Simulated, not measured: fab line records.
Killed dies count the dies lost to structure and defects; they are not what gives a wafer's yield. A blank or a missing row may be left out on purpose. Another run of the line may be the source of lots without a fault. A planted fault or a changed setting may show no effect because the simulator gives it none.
One fault seen from 2 desks	flow sky130	each desk holds nothing but its own numbers, with what lay behind them at the end

DESK OF THE TOOL OWNER: lithoTrack-01
The tool's own readings at SKY_VT_ADJUST_LVTN_COAT_02 (resist thk 3000 nm): means of the sampled wafers that have a number, for each lot that ran on this tool. If a lot's mean is further than 4 standard deviations from the usual mean, the lot is out of limits and carries the mark OUT (the distance appears in the brackets).
Columns: A = chillPlateTempC at SKY_VT_ADJUST_LVTN_COAT_02, usual 22.99 C; B = dispensePressureKPa at SKY_VT_ADJUST_LVTN_COAT_02, usual 48 kPa; C = exhaustPa at SKY_VT_ADJUST_LVTN_COAT_02, usual 45.0 Pa
lot	first seen here	A	B	C
L332	day 6 11:16	22.94	50	45.4
L337	day 7 12:55	23.13	50	44.5
L345	day 8 15:10	22.92	50	45.2
L346	day 8 17:58	22.90	50	44.3
Result from this desk: across the 4 lots, nothing is out of limits.

FROM THE METROLOGY DESK
Means of the sampled wafers that have a number, per lot and without regard to the tool the lot ran on: this is what the gauges read. If a lot's mean is further than 4 standard deviations from the usual mean, the lot is out of limits and carries the mark OUT (the distance appears in the brackets).
Columns: A = VT_ADJUST_LVTN_OVL at SKY_VT_ADJUST_LVTN_OVL_MEAS_07, usual -0.1 nm; B = VT_ADJUST_LVTN_2_TW at SKY_VT_ADJUST_LVTN_TW_MEAS_21, usual 187.8; C = VT_ADJUST_NCORE_TW at SKY_VT_ADJUST_NCORE_TW_MEAS_11, usual 218.6; D = VT_ADJUST_HVTR_OVL at SKY_VT_ADJUST_HVTR_OVL_MEAS_08, usual -0.5 nm
lot	first seen here	A	B	C	D
L332	day 6 18:31	-0.5	189.4	222.3	0.5
L337	day 7 19:40	0.2	189.6	216.4	1.1
L339	day 8 04:11	-0.2	189.8	217.3	-0.7
L341	day 8 17:57	-	264.5 (+38) OUT	279.7 (+28) OUT	-0.4
L345	day 8 19:46	-0.3	186.4	217.2	1.0
L342	day 8 20:50	-	265.4 (+39) OUT	285.1 (+30) OUT	-1.8
L346	day 8 22:31	0.6	190.3	220.3	-0.8
L343	day 9 00:50	-	264.2 (+38) OUT	280.4 (+28) OUT	-1.8
L348	day 9 12:38	-0.9	185.9	216.3	-1.3
L352	day 16 12:34	0.9	186.2	216.6	-1.8
L353	day 16 14:04	0.2	190.3	216.0	0.7
This desk's finding: out of limits on L341, L342, L343; first on L341, day 8 17:57 (VT_ADJUST_LVTN_2_TW at SKY_VT_ADJUST_LVTN_TW_MEAS_21). L332, L337, L339, L345, L346, L348, L352, L353: within limits.

PUT TOGETHER
Metrology desk: alarm possible at day 8 17:57 on L341, L342, L343.
The tool owner's desk saw nothing out of limits.
The tool owner's desk has no number on record for L341, L342, L343.
All the named lots went through SKY_VT_ADJUST_LVTN_COAT_02 on lithoTrack-01.

WHAT HAD BEEN PUT IN BY THE SIMULATOR
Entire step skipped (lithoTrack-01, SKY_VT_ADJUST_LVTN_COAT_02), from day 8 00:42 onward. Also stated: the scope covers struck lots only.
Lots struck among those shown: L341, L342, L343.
Delay in hours, fault start to first out-of-limits reading, per desk: metrology desk 17.
